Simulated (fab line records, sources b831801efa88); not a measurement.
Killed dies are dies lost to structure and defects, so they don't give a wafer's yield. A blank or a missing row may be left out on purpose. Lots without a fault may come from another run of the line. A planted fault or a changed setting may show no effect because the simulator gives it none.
Which tool did it? | flow sky130 | 7 lots, 21 wafers sampled, at 5 steps of a route of 708

WHAT THE GAUGES READ, wafer by wafer
SKY_LDD_N_TW_MEAS_17.
lot  | measured     | on            | LDD_N_TW
L210 | day 18 00:13 | film_metro-04 | 2548 2557 2550
L212 | day 18 18:25 | film_metro-03 | 2602 2596 2594
L217 | day 20 20:29 | film_metro-01 | 2556 2540 2568
L219 | day 21 09:37 | film_metro-03 | 2611 2606 2605
L221 | day 22 09:56 | film_metro-04 | 2559 2555 2540
L226 | day 24 20:56 | film_metro-03 | 2456 2451 2429 2433 2459 2438
L232 | day 26 00:02 | film_metro-03 | 2601 2598 2597

WHICH TOOL RAN EACH LOT (tool, then ch and the chambers of the sampled wafers, then the start)
lot  | SKY_SONOS_ONO_STRIP_17               | SKY_RES_PROTECT_STRIP_07             | SKY_LDD_N_IMPLANT_10            | SKY_LDD_N_STRIP_16
L210 | plasma_asher-03 ch 0,1, day 12 20:14 | plasma_asher-01 ch 0,1, day 15 10:08 | implanter-02 ch 0, day 17 23:13 | plasma_asher-03 ch 0,1, day 18 00:07
L212 | plasma_asher-03 ch 0,1, day 13 13:37 | plasma_asher-01 ch 1, day 16 01:39   | implanter-01 ch 0, day 18 17:25 | plasma_asher-03 ch 0,1, day 18 18:18
L217 | plasma_asher-01 ch 0,1, day 15 08:52 | plasma_asher-03 ch 0,1, day 18 00:33 | implanter-01 ch 0, day 20 19:30 | plasma_asher-01 ch 0,1, day 20 20:22
L219 | plasma_asher-03 ch 0,1, day 15 23:53 | plasma_asher-01 ch 0,1, day 18 14:33 | implanter-01 ch 0, day 21 08:37 | plasma_asher-04 ch 0,1, day 21 09:31
L221 | plasma_asher-01 ch 0,1, day 16 22:46 | plasma_asher-02 ch 0,1, day 19 15:50 | implanter-01 ch 0, day 22 08:58 | plasma_asher-04 ch 0,1, day 22 09:50
L226 | plasma_asher-01 ch 0, day 19 08:12   | plasma_asher-03 ch 0,1, day 22 03:44 | implanter-02, day 24 19:57      | plasma_asher-04 ch 0, day 24 20:49
L232 | plasma_asher-01 ch 0,1, day 20 13:35 | plasma_asher-01 ch 0,1, day 23 07:53 | implanter-01 ch 0, day 25 23:03 | plasma_asher-03 ch 0,1, day 25 23:55
- SKY_SONOS_ONO_STRIP_17: strips in O2/N2.
- SKY_RES_PROTECT_STRIP_07: strips in O2/N2.
- SKY_LDD_N_IMPLANT_10
- SKY_LDD_N_STRIP_16: strips in O2/N2.

THE ANSWER, worked out from the rows above alone
Rule: what is usual is taken from the lots themselves. Put in order of their means at a reading, lots are off if they are a third of the lots or fewer, leave a main group of 4 or more, and stand apart from it by a gap of 3 or more times the standard deviation of the main group's means; of several such gaps the widest counts. A main group whose means are all the same, to the digits that the tables above print for the reading, isn't used. A lot without any number at a reading at which 4 lots or more have one is off too. The other lots that the step has rows for count as sound.
Off: L226, at SKY_LDD_N_TW_MEAS_17 (LDD_N_TW). The main group: mean 2577, standard deviation 25.
A tool fits if, at a process step before that reading, it ran every lot that is off, and no sound lot after the first of them. The gauges at SKY_LDD_N_TW_MEAS_17 are tried like those tools. Can't be told from this: 3 tools fit, plasma_asher-03 at SKY_RES_PROTECT_STRIP_07, implanter-02 at SKY_LDD_N_IMPLANT_10, plasma_asher-04 at SKY_LDD_N_STRIP_16.

WHAT THE SIMULATOR HAD PUT IN
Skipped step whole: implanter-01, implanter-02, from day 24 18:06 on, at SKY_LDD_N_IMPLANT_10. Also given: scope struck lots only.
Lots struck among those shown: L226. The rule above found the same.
